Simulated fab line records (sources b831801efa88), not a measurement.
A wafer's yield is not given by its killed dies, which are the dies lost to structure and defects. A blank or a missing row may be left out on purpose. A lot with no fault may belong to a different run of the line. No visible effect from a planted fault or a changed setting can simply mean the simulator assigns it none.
fab line records	flow gf180mcu
record: lots: 6	wafers: 16	last-day: 34
route steps=602 shown M2@372 V2@382 M3@409 PASSIVATION@602
lots that met no fault: taken from a fault-free run of the same line
start-h: the number of hours between the record's first day and the start of the first shown wafer of the lot	wait-h: hours from the lot's prior step to this one	" same as the row above	L1.1+2: a single row standing in for several wafers	- either no value or no given start	* or withheld: withheld	< > ~ a bound
route shown NAME@n: names a module that has steps shown in the file, with the first one's number in the route	usual: mean/standard deviation of fault-free wafers	same: alike in all rows	chamber/n: place in a boat	sites: readings site by site	_std_site: standard deviation across them	_edge_site: outer sites' mean less inner sites'	radius-mm: how far each site lies from the wafer's centre	mask NAME#n: copy n	behind: the tool/chamber that last shaped the wafer	hold: reason for holding the lot/hours on hold/outcome of the hold	device: which transistor (n, p or np) failed to switch	end of line: the route-end tests of the same wafers	for a step that has no rows: nothing shown but its recipe	killed: at the first sort, the dies lost to defects and structure; wafer yield is something else	map: the dies of a wafer, with x for killed, . for not killed, _ for no die there
set.NAME: the setting as run; set.NAME@STEP: as run at that earlier step	model.NAME: the simulator's own value behind a step, which no gauge read
lots at selected steps of the route; one table per step, one row per wafer
services: a tool's chamber out of use, with start hour (start-h, from the record's first day; less than 0 if before it), hours out, and reason
== steps ==
step: GF_M2_SOFTBAKE_10
recipe: temp-c: 130	time-s: 60	resist: KrF
step: GF_M2_EXPOSE_11
recipe: mask-id: Metal2	target-cd-nm: 280	na: 0.68	source-shape: conventional	sigma-outer: 0.6	dose-mj: 28
step: GF_M2_PEB_12
recipe: peb-temp-c: 135	peb-time-s: 90	resist: KrF
step: GF_M2_DEVELOP_13
recipe: develop-time-s: 60	dev-temp-c: 21
step: GF_M2_CD_MEAS_14
recipe: target-cd-nm: 280
usual: cd-nm: 280.2/1.3
lot.wafer	tool	chamber	start-h	wait-h	cd-nm
L343.3	cd-sem-01	-	432.84	0.1	277.9
L343.4	"	-	"	"	278.1
L343.5	"	-	"	"	278.3
L352.4	cd-sem-02	-	521.40	0.1	279.7
L352.5	"	-	"	"	280.1
L352.6	"	-	"	"	280.5
L358.3	cd-sem-01	-	575.76	0.1	280.1
L358.5	"	-	"	"	280.1
L359.1	cd-sem-01	-	584.54	0.1	279.5
L359.2	"	-	"	"	279.0
L362.1	cd-sem-02	-	606.47	0.1	281.1
L362.3	"	-	"	"	280.4
L362.6	"	-	"	"	282.4
L365.1	cd-sem-01	-	623.69	0.1	279.3
L365.4	"	-	"	"	278.4
L365.6	"	-	"	"	277.9
step: GF_M2_OVL_MEAS_15
usual: M2_OVL: 0/4.9
lot.wafer	tool	chamber	start-h	wait-h	M2_OVL[nm]
L343.3	overlay-01	-	432.93	0.1	1
L343.4	"	-	"	"	6
L343.5	"	-	"	"	-2
L352.4	overlay-01	-	521.48	0.1	12
L352.5	"	-	"	"	7
L352.6	"	-	"	"	12
L358.3	overlay-01	-	575.85	0.1	2
L358.5	"	-	"	"	0
L359.1	overlay-01	-	584.66	0.1	-6
L359.2	"	-	"	"	4
L362.1	overlay-01	-	606.59	0.1	2
L362.3	"	-	"	"	7
L362.6	"	-	"	"	-10
L365.1	overlay-02	-	623.81	0.1	-1
L365.4	"	-	"	"	1
L365.6	"	-	"	"	-2
step: GF_M2_METAL_ETCH_16
recipe: chemistry: Cl2/BCl3	mask-material: KrF	target-depth-nm: 750.8	stop-on: SiO2	pressure-mtorr: 8	icp-w: 800	bias-w: 140	Cl2_flow_sccm: 80	bcl3-flow-sccm: 40	time-s: 125.1
usual: drypump-motor-current-A: 5.63/0.29	oes-product-au: 0.990/0.0054	throttle-valve-pct: 28.229/0.01
lot.wafer	tool	chamber	start-h	wait-h	drypump-motor-current-A	oes-product-au	rf-hours-counter-h	throttle-valve-pct
L343.3	rie-metal-03	0	433.00	0.1	5.40	0.986	-	28.227
L343.4	"	1	"	"	4.86	0.990	-	28.233
L343.5	"	1	"	"	4.89	0.996	-	28.230
L352.4	rie-metal-01	1	521.54	0.1	5.65	0.973	-	28.230
L352.5	"	0	"	"	5.65	0.997	-	28.211
L352.6	"	1	"	"	5.65	0.986	-	28.234
L358.3	rie-metal-02	1	575.92	0.1	5.59	0.991	-	28.238
L358.5	"	0	"	"	5.99	0.989	-	28.248
L359.1	rie-metal-02	0	584.69	0.0	5.97	0.990	12	28.247
L359.2	"	1	"	"	5.55	0.992	7	28.246
L362.1	rie-metal-01	0	606.63	0.0	5.65	0.996	8	28.237
L362.3	"	1	"	"	5.56	0.985	-	28.239
L362.6	"	1	"	"	5.57	0.992	-	28.232
L365.1	rie-metal-03	0	623.84	0.0	5.42	0.978	14	28.232
L365.4	"	1	"	"	4.88	0.991	-	28.205
L365.6	"	1	"	"	4.88	0.996	-	28.228
step: GF_M2_STRIP_17
recipe: chemistry: O2/N2	power-w: 1400	pressure-mtorr: 1500	platen-temp-c: 250	o2-flow-sccm: 3000	n2-flow-sccm: 300	overash-fraction: 0.5
step: GF_M2_STRIP_18
recipe: chemistry: post-etch-residue-remover	time-s: 1200	temp-c: 72.5
step: GF_M2_CLEAN_19
recipe: chemistry: DIW	dry: n2-spin
step: GF_V2_CVD_00
recipe: material: SiO2	target-thk-nm: 600	sigma-open-frac: 0.3	temp-c: 400	time-s: 100	sih4-flow-sccm: 60	pressure-mtorr: 6
step: GF_V2_THK_MEAS_01
recipe: reads: SiO2_of_V2_CVD_00
usual: V2_CVD_00_THK: 598/5.1
lot.wafer	tool	chamber	start-h	wait-h	V2_CVD_00_THK[nm]
L343.3	film-metro-01	-	433.71	0.1	607
L343.4	"	-	"	"	608
L343.5	"	-	"	"	609
L352.4	film-metro-04	-	522.42	0.0	600
L352.5	"	-	"	"	602
L352.6	"	-	"	"	602
L358.3	film-metro-04	-	576.76	0.1	609
L358.5	"	-	"	"	597
L359.1	film-metro-02	-	585.43	0.0	595
L359.2	"	-	"	"	593
L362.1	film-metro-02	-	607.36	0.0	593
L362.3	"	-	"	"	599
L362.6	"	-	"	"	596
L365.1	film-metro-02	-	624.58	0.0	588
L365.4	"	-	"	"	597
L365.6	"	-	"	"	591
step: GF_V2_CVD_02
recipe: material: SiO2	target-thk-nm: 850	precursor: TEOS	temp-c: 400	time-s: 94.851	rf-w: 600
usual: heater-power-outer-w: 398/71	heater-power-w: 657/81
lot.wafer	tool	chamber	start-h	wait-h	heater-power-outer-w	heater-power-w	model.SiO2_of_V2_CVD_02.thk-nm
L343.3	pecvd-01	0	433.75	0.0	347	608	824.6
L343.4	"	1	"	"	423	736	845.3
L343.5	"	2	"	"	307	573	851.7
L352.4	pecvd-04	0	522.48	0.1	384	653	848
L352.5	"	1	"	"	565	830	861
L352.6	"	2	"	"	473	703	859.2
L358.3	pecvd-04	2	576.80	0.0	417	642	544.5
L358.5	"	1	"	"	570	792	847.6
L359.1	pecvd-04	2	585.49	0.1	473	698	835.1
L359.2	"	1	"	"	471	654	539.4
L362.1	pecvd-01	1	607.42	0.1	380	671	842
L362.3	"	2	"	"	424	732	828.1
L362.6	"	2	"	"	334	583	849.4
L365.1	pecvd-02	2	624.64	0.1	345	542	840.9
L365.4	"	0	"	"	457	744	835.3
L365.6	"	1	"	"	470	776	840.1
step: GF_V2_THK_MEAS_03
recipe: reads: SiO2_of_V2_CVD_02
usual: V2_CVD_02_THK: 846/9.5
lot.wafer	tool	chamber	start-h	wait-h	V2_CVD_02_THK[nm]
L343.3	film-metro-04	-	433.84	0.1	825
L343.4	"	-	"	"	846
L343.5	"	-	"	"	851
L352.4	film-metro-04	-	522.55	0.0	848
L352.5	"	-	"	"	861
L352.6	"	-	"	"	859
L358.3	film-metro-02	-	576.88	0.1	545
L358.5	"	-	"	"	847
L359.1	film-metro-04	-	585.56	0.0	835
L359.2	"	-	"	"	539
L362.1	film-metro-01	-	607.49	0.0	842
L362.3	"	-	"	"	828
L362.6	"	-	"	"	849
L365.1	film-metro-04	-	624.71	0.0	841
L365.4	"	-	"	"	836
L365.6	"	-	"	"	841
step: GF_V2_CMP_04
recipe: material: SiO2	down-force-psi: 4	platen-rpm: 60	pad-velocity-m-s: 0.94248
usual: motor-current-A: 11.2/0.73	time-to-endpoint-s: 79/4.7
lot.wafer	tool	chamber	start-h	wait-h	motor-current-A	time-to-endpoint-s
L343.4	cmp-02	1	433.88	0.0	11.1	80
L343.3	"	0	"	"	10.3	73
L343.5	"	2	"	"	12.1	86
L352.4	cmp-02	1	522.63	0.1	10.8	84
L352.6	"	0	"	"	10.1	91
L352.5	"	1	"	"	12.3	87
L358.3	cmp-01	3	576.97	0.1	11.3	41
L358.5	"	2	"	"	11.7	74
L359.2	cmp-01	2	585.67	0.1	12.7	38
L359.1	"	3	"	"	11.0	73
L362.1	cmp-01	2	607.64	0.1	12.3	78
L362.3	"	3	"	"	11.7	75
L362.6	"	2	"	"	12.6	81
L365.1	cmp-01	3	624.82	0.1	11.3	79
L365.4	"	1	"	"	11.4	77
L365.6	"	2	"	"	12.4	75
step: GF_V2_BOW_MEAS_05
recipe: mode: bow
usual: V2_BOW: 98/8.9
lot.wafer	tool	chamber	start-h	wait-h	V2_BOW[um]
L343.3	film-metro-01	-	434.22	0.1	118
L343.4	"	-	"	"	120
L343.5	"	-	"	"	108
L352.4	film-metro-02	-	522.94	0.3	95
L352.5	"	-	"	"	97
L352.6	"	-	"	"	106
L358.3	film-metro-04	-	577.26	0.2	99
L358.5	"	-	"	"	91
L359.1	film-metro-04	-	585.92	0.1	93
L359.2	"	-	"	"	91
L362.1	film-metro-01	-	607.94	0.2	100
L362.3	"	-	"	"	88
L362.6	"	-	"	"	102
L365.1	film-metro-04	-	625.07	0.2	87
L365.4	"	-	"	"	97
L365.6	"	-	"	"	100
step: GF_V2_DEHYDRATE_06
recipe: temp-c: 200	time-s: 60
step: GF_V2_HMDS_07
recipe: prime-time-s: 60	prime-temp-c: 120
step: GF_V2_COAT_08
recipe: resist: BARC	temp-c: withheld	time-s: withheld	spin-rpm: withheld	resist-thk-nm: withheld
step: GF_V2_COAT_09
recipe: resist: KrF	spin-rpm: withheld	resist-thk-nm: 1000
step: GF_V2_SOFTBAKE_10
recipe: temp-c: 130	time-s: 60	resist: KrF
step: GF_V2_EXPOSE_11
recipe: mask-id: Via2	target-cd-nm: 260	na: 0.68	source-shape: conventional	sigma-outer: 0.6	dose-mj: 38
step: GF_V2_PEB_12
recipe: peb-temp-c: 135	peb-time-s: 90	resist: KrF
step: GF_V2_DEVELOP_13
recipe: develop-time-s: 60	resist: KrF	dev-temp-c: 21
step: GF_V2_CD_MEAS_14
recipe: target-cd-nm: 260
usual: cd-nm: 259.8/1.4
lot.wafer	tool	chamber	start-h	wait-h	cd-nm
L343.3	cd-sem-02	-	458.74	0.1	259.6
L343.4	"	-	"	"	260.8
L343.5	"	-	"	"	259.7
L352.4	cd-sem-02	-	545.35	0.1	258.7
L352.5	"	-	"	"	258.4
L352.6	"	-	"	"	258.2
L358.3	cd-sem-01	-	598.63	0.1	257.0
L358.5	"	-	"	"	257.0
L359.1	cd-sem-02	-	607.21	0.1	260.9
L359.2	"	-	"	"	260.2
L362.1	cd-sem-01	-	628.59	0.1	258.7
L362.3	"	-	"	"	258.6
L362.6	"	-	"	"	260.2
L365.1	cd-sem-02	-	645.42	0.1	260.4
L365.4	"	-	"	"	259.3
L365.6	"	-	"	"	258.9
step: GF_V2_OVL_MEAS_15
usual: V2_OVL: -5/6
lot.wafer	tool	chamber	start-h	wait-h	V2_OVL[nm]
L343.3	overlay-01	-	458.83	0.1	-1
L343.4	"	-	"	"	0
L343.5	"	-	"	"	3
L352.4	overlay-01	-	545.43	0.1	-9
L352.5	"	-	"	"	-13
L352.6	"	-	"	"	-12
L358.3	overlay-01	-	598.73	0.1	2
L358.5	"	-	"	"	1
L359.1	overlay-02	-	607.33	0.1	-6
L359.2	"	-	"	"	1
L362.1	overlay-01	-	628.71	0.1	-9
L362.3	"	-	"	"	-10
L362.6	"	-	"	"	-8
L365.1	overlay-02	-	645.54	0.1	-10
L365.4	"	-	"	"	-12
L365.6	"	-	"	"	-7
step: GF_V2_ETCH_16
recipe: chemistry: N2/H2	target-depth-a: withheld	overetch-a: withheld	time-s: withheld	target: BARC	ion-energy-ev: 200	source-w: 500	bias-w: 100	pressure-mtorr: 30	n2-flow-sccm: 100	h2-flow-sccm: 200
usual: drypump-motor-current-A: 5.8/0.4	oes-product-au: 0.855/0.0052	throttle-valve-pct: 13.225/0.0088
lot.wafer	tool	chamber	start-h	wait-h	drypump-motor-current-A	oes-product-au	throttle-valve-pct
L343.3	rie-diel-01	1	458.85	0.0	6.2	0.846	13.220
L343.4	"	1	"	"	6.2	0.849	13.214
L343.5	"	0	"	"	5.9	0.852	13.235
L352.4	rie-diel-01	2	545.45	0.0	5.6	0.853	13.235
L352.5	"	1	"	"	6.2	0.859	13.245
L352.6	"	2	"	"	5.6	0.855	13.237
L358.3	rie-diel-03	3	598.75	0.0	6.0	0.860	13.223
L358.5	"	1	"	"	5.4	0.858	13.217
L359.1	rie-diel-01	0	607.37	0.0	5.9	0.858	13.224
L359.2	"	3	"	"	5.4	0.854	13.222
L362.1	rie-diel-01	2	628.75	0.0	5.5	0.852	13.230
L362.3	"	3	"	"	5.4	0.852	13.220
L362.6	"	0	"	"	5.9	0.858	13.221
L365.1	rie-diel-04	0	645.58	0.0	5.5	0.860	13.235
L365.4	"	1	"	"	5.5	0.864	13.232
L365.6	"	2	"	"	5.6	0.857	13.225
step: GF_V2_ETCH_17
recipe: chemistry: C4F8/O2/Ar	mask-material: KrF	target: SiO2	stop-on: TiN	source-w: 1500	bias-w: 1200	pressure-mtorr: 40	c4f8-flow-sccm: withheld	O2_flow_sccm: 6	Ar_flow_sccm: 300	time-s: withheld	target-depth-a: 6300
usual: oes-product-au: 0.856/0.0046
lot.wafer	tool	chamber	start-h	wait-h	oes-product-au	model.etch.depth-nm	model.V2.feature-depth-nm
L343.3	rie-diel-01	1	-	-	0.853	632.4	632.4
L343.4	"	1	"	"	0.860	632	632
L343.5	"	0	"	"	0.856	632.5	632.5
L352.4	rie-diel-01	2	-	-	0.862	632.8	632.8
L352.5	"	1	"	"	0.856	631.4	631.4
L352.6	"	2	"	"	0.860	631.6	631.6
L358.3	rie-diel-03	3	-	-	0.795	544.5	544.5
L358.5	"	1	"	"	0.854	631.2	631.2
L359.1	rie-diel-01	0	-	-	0.852	632.5	632.5
L359.2	"	3	"	"	0.786	539.4	539.4
L362.1	rie-diel-01	2	-	-	0.858	631.8	631.8
L362.3	"	3	"	"	0.855	633	633
L362.6	"	0	"	"	0.851	632	632
L365.1	rie-diel-04	0	-	-	0.854	633.3	633.3
L365.4	"	1	"	"	0.853	633.4	633.4
L365.6	"	2	"	"	0.858	632.8	632.8
step: GF_V2_STRIP_18
recipe: chemistry: O2/N2	power-w: 1400	pressure-mtorr: 1500	platen-temp-c: 250	o2-flow-sccm: 3000	n2-flow-sccm: 300	overash-fraction: 0.5
usual: drypump-motor-current-A: 5.4/0.66	heater-power-w: 341/21	oes-product-au: 0.593/0.0049
lot.wafer	tool	chamber	start-h	wait-h	drypump-motor-current-A	heater-power-w	oes-product-au	rf-hours-counter-h
L343.3	plasma-asher-03	1	459.01	-	4.8	353	0.596	-
L343.4	"	0	"	"	6.5	317	0.590	-
L343.5	"	1	"	"	4.8	358	0.577	-
L352.4	plasma-asher-03	0	545.61	-	6.5	319	0.595	-
L352.5	"	0	"	"	6.5	319	0.595	-
L352.6	"	1	"	"	4.8	358	0.599	-
L358.3	plasma-asher-04	0	598.91	-	5.0	339	0.590	-
L358.5	"	1	"	"	4.8	342	0.590	-
L359.1	plasma-asher-04	1	607.50	-	4.8	343	0.596	18
L359.2	"	0	"	"	5.0	335	0.588	18
L362.1	plasma-asher-03	1	628.88	-	4.8	361	0.588	84
L362.3	"	0	"	"	6.6	313	0.594	-
L362.6	"	0	"	"	6.5	311	0.593	-
L365.1	plasma-asher-03	0	645.71	-	6.6	324	0.597	85
L365.4	"	1	"	"	4.8	364	0.605	-
L365.6	"	1	"	"	4.8	359	0.600	-
step: GF_V2_STRIP_19
recipe: chemistry: post-etch-residue-remover	time-s: 1200	temp-c: 72.5
step: GF_V2_CLEAN_20
recipe: chemistry: DIW	dry: n2-spin
step: GF_V2_SPUTTER_21
recipe: material: Ti	target-thk-nm: 15	chamber-pressure-pa: 5	power-w: 2500	substrate-temp-c: 200	time-s: 80.02
step: GF_V2_SPUTTER_22
recipe: material: TiN	target-thk-nm: 10	chamber-pressure-pa: 5	power-w: 4000	time-s: 40
step: GF_V2_CVD_23
recipe: material: W	target-thk-nm: 350	time-s: 104.94	temp-c: 400	pressure-torr: 40
usual: heater-power-outer-w: 516/37	heater-power-w: 812/45
lot.wafer	tool	chamber	start-h	wait-h	heater-power-outer-w	heater-power-w
L343.3	cvd-w-01	1	459.65	0.1	520	809
L343.4	"	0	"	"	519	790
L343.5	"	0	"	"	528	808
L352.4	cvd-w-01	0	546.25	0.1	526	793
L352.5	"	1	"	"	509	823
L352.6	"	0	"	"	535	831
L358.3	cvd-w-01	1	599.55	0.1	511	806
L358.5	"	0	"	"	512	804
L359.1	cvd-w-02	0	608.13	0.0	576	875
L359.2	"	1	"	"	447	744
L362.1	cvd-w-01	1	629.56	0.0	504	826
L362.3	"	0	"	"	533	796
L362.6	"	1	"	"	520	798
L365.1	cvd-w-01	1	646.34	0.0	515	805
L365.4	"	1	"	"	499	833
L365.6	"	1	"	"	510	804
step: GF_V2_RS_MEAS_24
recipe: thk-meas-gauge: four-point-probe	reads: W_of_V2_CVD_23+TiN_of_V2_SPUTTER_22+Ti_of_V2_SPUTTER_21
usual: V2_W_RS: 0.328/0.0032
lot.wafer	tool	chamber	start-h	wait-h	V2_W_RS[ohm/sq]
L343.3	film-metro-02	-	459.77	0.1	0.336
L343.4	"	-	"	"	0.333
L343.5	"	-	"	"	0.333
L352.4	film-metro-02	-	546.39	0.1	0.330
L352.5	"	-	"	"	0.330
L352.6	"	-	"	"	0.332
L358.3	film-metro-01	-	599.66	0.1	0.328
L358.5	"	-	"	"	0.331
L359.1	film-metro-01	-	608.24	0.1	0.323
L359.2	"	-	"	"	0.322
L362.1	film-metro-01	-	629.67	0.1	0.331
L362.3	"	-	"	"	0.329
L362.6	"	-	"	"	0.328
L365.1	film-metro-04	-	646.45	0.1	0.325
L365.4	"	-	"	"	0.327
L365.6	"	-	"	"	0.324
step: GF_V2_THK_MEAS_25
recipe: thk-meas-gauge: xrf	reads: W_of_V2_CVD_23
usual: V2_W_THK: 360/6.1
lot.wafer	tool	chamber	start-h	wait-h	V2_W_THK[nm]
L343.3	film-metro-02	-	459.87	0.1	353
L343.4	"	-	"	"	353
L343.5	"	-	"	"	355
L352.4	film-metro-02	-	546.48	0.1	364
L352.5	"	-	"	"	361
L352.6	"	-	"	"	361
L358.3	film-metro-01	-	599.76	0.1	359
L358.5	"	-	"	"	359
L359.1	film-metro-01	-	608.36	0.1	365
L359.2	"	-	"	"	365
L362.1	film-metro-01	-	629.79	0.1	349
L362.3	"	-	"	"	351
L362.6	"	-	"	"	353
L365.1	film-metro-04	-	646.57	0.1	365
L365.4	"	-	"	"	360
L365.6	"	-	"	"	362
step: GF_V2_CMP_26
recipe: stop-on: SiO2	down-force-psi: 3.5	platen-rpm: 60	t-overpolish-s: 15	target-thk-nm: 0	pad-velocity-m-s: 0.94248
usual: motor-current-A: 10.1/0.64	overpolish-run-s: 15.000/0.0088	time-to-endpoint-s: 84/3.2
lot.wafer	tool	chamber	start-h	wait-h	motor-current-A	overpolish-run-s	time-to-endpoint-s	model.SiO2_of_V2_CVD_02.thk-nm
L343.3	cmp-02	3	460.01	0.1	9.4	15.008	75	628.6
L343.4	"	0	"	"	9.5	15.011	76	628.2
L343.5	"	2	"	"	10.6	14.988	77	628.7
L352.4	cmp-02	2	546.56	0.1	10.8	14.993	79	629
L352.6	"	1	"	"	10.3	14.998	80	627.8
L352.5	"	2	"	"	10.2	15.019	81	627.6
L358.3	cmp-02	2	599.95	0.2	10.5	14.993	85	540.7
L358.5	"	3	"	"	9.5	14.986	84	627.4
L359.1	cmp-01	2	608.42	0.1	11.3	14.990	80	628.7
L359.2	"	3	"	"	10.2	14.989	84	535.6
L362.3	cmp-02	3	629.96	0.1	9.3	15.007	86	629.2
L362.1	"	1	"	"	10.1	15.001	85	628
L362.6	"	3	"	"	9.5	14.991	88	628.2
L365.1	cmp-02	1	646.63	0.1	10.6	15.010	86	629.5
L365.4	"	2	"	"	10.2	14.990	85	629.6
L365.6	"	1	"	"	10.7	14.996	85	629
step: GF_M3_SPUTTER_00
recipe: material: Ti	target-thk-nm: 37.5	arriving-ion-energy-ev: 80	substrate-temp-c: 200	chamber-pressure-pa: 2	power-w: 4000	time-s: 150
usual: throttle-valve-pct: 29.7/1.2
lot.wafer	tool	chamber	start-h	wait-h	throttle-valve-pct
L343.3	pvd-sputter-03	-	460.21	0.1	27.5
L343.4	"	-	"	"	30.1
L343.5	"	-	"	"	27.6
L352.4	pvd-sputter-03	-	546.81	0.2	29.9
L352.5	"	-	"	"	30.2
L352.6	"	-	"	"	27.5
L358.3	pvd-sputter-03	-	600.10	0.1	28.5
L358.5	"	-	"	"	29.8
L359.1	pvd-sputter-02	-	608.72	0.2	32.0
L359.2	"	-	"	"	30.6
L362.1	pvd-sputter-01	-	630.21	0.1	29.2
L362.3	"	-	"	"	29.1
L362.6	"	-	"	"	28.9
L365.1	pvd-sputter-02	-	646.93	0.2	30.6
L365.4	"	-	"	"	30.8
L365.6	"	-	"	"	30.7
step: GF_PASSIVATION_PROBE_99
lot.wafer	tool	chamber	start-h	wait-h	model.etest.met3-comb.leak-log10-a-um
L343.3	prober-01	-	668.38	0.2	-11.96
L343.4	prober-01	-	668.43	0.2	-12.03
L343.5	prober-01	-	668.48	0.2	-11.97
L352.4	prober-02	-	737.13	0.2	-11.93
L352.5	prober-02	-	737.18	0.2	-12.23
L352.6	prober-02	-	737.23	0.2	-11.96
L358.3	prober-01	-	780.93	0.2	-7.295
L358.5	prober-01	-	781.03	0.2	-11.96
L359.1	prober-02	-	785.63	0.1	-12.06
L359.2	prober-02	-	785.68	0.1	-7.091
L362.1	prober-01	-	800.90	0.1	-12.04
L362.3	prober-01	-	801.00	0.2	-11.9
L362.6	prober-01	-	801.15	0.2	-11.89
L365.1	prober-02	-	815.57	0.1	-11.98
L365.4	prober-02	-	815.72	0.2	-12.14
L365.6	prober-02	-	815.82	0.2	-11.9
killed by level:class
L343.3 V5:geometric-particle:open=9 V3:geometric-particle:open=6 V2:geometric-particle:short=5 V3:geometric-particle:short=4 CONTACT:geometric-particle:open=3 V2:geometric-particle:open=3 V4:geometric-particle:short=3 STI:geometric-particle:short=2
L343.4 CONTACT:geometric-particle:open=7 V3:geometric-particle:open=7 V2:geometric-particle:open=6 CONTACT:geometric-particle:short=5 V2:geometric-particle:short=5 V5:geometric-particle:short=4 POLY_GATE:geometric-particle:short=3 M1:geometric-particle:open=3
L343.5 V5:geometric-particle:open=5 CONTACT:geometric-particle:short=4 CONTACT:geometric-particle:open=4 M4:geometric-particle:short=4 V2:geometric-particle:open=3 V3:geometric-particle:open=3 V4:geometric-particle:open=3 POLY_GATE:geometric-particle:short=2
L352.4 CONTACT:geometric-particle:open=6 V3:geometric-particle:open=6 V1:geometric-particle:open=4 M4:geometric-particle:short=3 CONTACT:geometric-particle:short=2 M1:geometric-particle:short=2 V1:geometric-particle:short=2 V4:geometric-particle:open=2
L352.5 V3:geometric-particle:open=6 V1:geometric-particle:short=5 V4:geometric-particle:open=5 STI:geometric-particle:short=4 V5:geometric-particle:open=4 V1:geometric-particle:open=3 V2:geometric-particle:open=3 M4:geometric-particle:short=3
L352.6 M1:geometric-particle:short=5 V1:geometric-particle:open=5 STI:geometric-particle:short=4 STI:geometric-particle:open=4 V2:geometric-particle:open=4 V5:geometric-particle:open=4 V5:geometric-particle:short=3 M3:geometric-particle:short=2
L362.1 V2:geometric-particle:open=6 CONTACT:geometric-particle:open=5 V3:geometric-particle:open=4 V5:geometric-particle:short=4 STI:geometric-particle:open=3 V1:geometric-particle:open=3 V4:geometric-particle:open=3 STI:geometric-particle:short=2
L362.3 V3:geometric-particle:open=6 V5:geometric-particle:open=5 CONTACT:geometric-particle:open=4 V1:geometric-particle:open=4 V3:geometric-particle:short=4 V4:geometric-particle:short=4 V4:geometric-particle:open=4 M2:geometric-particle:short=3
L362.6 STI:geometric-particle:open=5 V5:geometric-particle:open=5 V2:geometric-particle:open=4 V3:geometric-particle:open=4 M1:geometric-particle:short=3 V1:geometric-particle:open=3 V2:geometric-particle:short=3 V4:geometric-particle:open=3
L365.1 STI:geometric-particle:short=5 CONTACT:geometric-particle:open=4 V1:geometric-particle:open=4 V4:geometric-particle:open=3 V5:geometric-particle:open=3 M2:geometric-particle:short=2 V2:geometric-particle:open=2 V3:geometric-particle:short=2
L365.4 CONTACT:geometric-particle:open=9 CONTACT:geometric-particle:short=4 STI:geometric-particle:open=3 STI:geometric-particle:short=3 V2:geometric-particle:short=3 V3:geometric-particle:open=3 V5:geometric-particle:short=3 M1:geometric-particle:short=2
L365.6 V3:geometric-particle:open=5 V5:geometric-particle:open=4 STI:geometric-particle:open=3 CONTACT:geometric-particle:short=3 V3:geometric-particle:short=3 V4:geometric-particle:open=3 STI:geometric-particle:short=2 CONTACT:geometric-particle:open=2
== services ==
tool	chamber	start-h	hours	kind
cmp-01	-	410.49	9.4	repair
plasma-asher-03	-	416.61	0.9	repair
cmp-01	-	418.36	1.8	repair
cmp-02	-	420.12	4.7	pm
cmp-01	-	444.13	6.1	repair
cmp-01	-	459.42	2.5	repair
cmp-02	-	463.80	11.2	repair
pvd-sputter-03	-	468.37	1.3	repair
pvd-sputter-03	-	468.52	1.4	repair
cmp-01	-	481.08	0.6	repair
cmp-02	-	502.43	1.3	repair
cmp-01	-	519.13	3.9	repair
cmp-02	-	523.42	2.5	repair
rie-diel-01	2	523.57	4.8	repair
plasma-asher-03	-	530.58	14.6	pm
cmp-02	-	547.60	5.9	repair
cmp-01	-	551.22	0.7	repair
cmp-02	-	556.24	1.0	repair
cmp-01	-	564.64	0.7	repair
cmp-02	-	572.04	4.0	pm
cmp-02	-	582.87	6.8	pm
cmp-02	-	591.67	1.3	repair
plasma-asher-03	-	632.58	0.9	repair
plasma-asher-03	-	634.99	6.1	repair
== key ==
first-sign: step: GF_V2_THK_MEAS_03	reading: V2_CVD_02_THK	direction: down	sigmas: 32	usual: 846	struck: 542
effect: step: GF_V2_CMP_04	reading: time-to-endpoint-s	direction: down	sigmas: 8.4	usual: *	struck: *
effect: step: GF_V2_ETCH_17	reading: oes-product-au	direction: down	sigmas: 14	usual: 0.856	struck: 0.790
model-effect: step: GF_V2_CVD_02	value: SiO2_of_V2_CVD_02.thk-nm	without: 838.6	struck: 542
model-effect: step: GF_V2_ETCH_17	value: etch.depth-nm	without: 630.9	struck: 542
model-effect: step: GF_V2_CMP_26	value: SiO2_of_V2_CVD_02.thk-nm	without: 627.1	struck: 538.2
model-effect: step: GF_PASSIVATION_PROBE_99	value: etest.met3-comb.leak-log10-a-um	without: -12.04	struck: -7.193
met-at GF_V2_CVD_02
struck-wafers L358.3,L359.2
sort-left-out L358.3,L359.2
onset-between 522.48 576.80
fault: kind: process-parameter-drift	tool: pecvd-04	chamber: -	onset-h: 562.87	steps: GF_V2_CVD_02	channel: target-thk-nm	offset: -298.9	shape: step	end-h: 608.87	scope: struck-wafers-only	acts-in: these-recipes-only	stated: 850
sort-left-out: the simulated sort isn't trusted on such a fault, so these wafers' sort isn't shown, and their yield isn't known
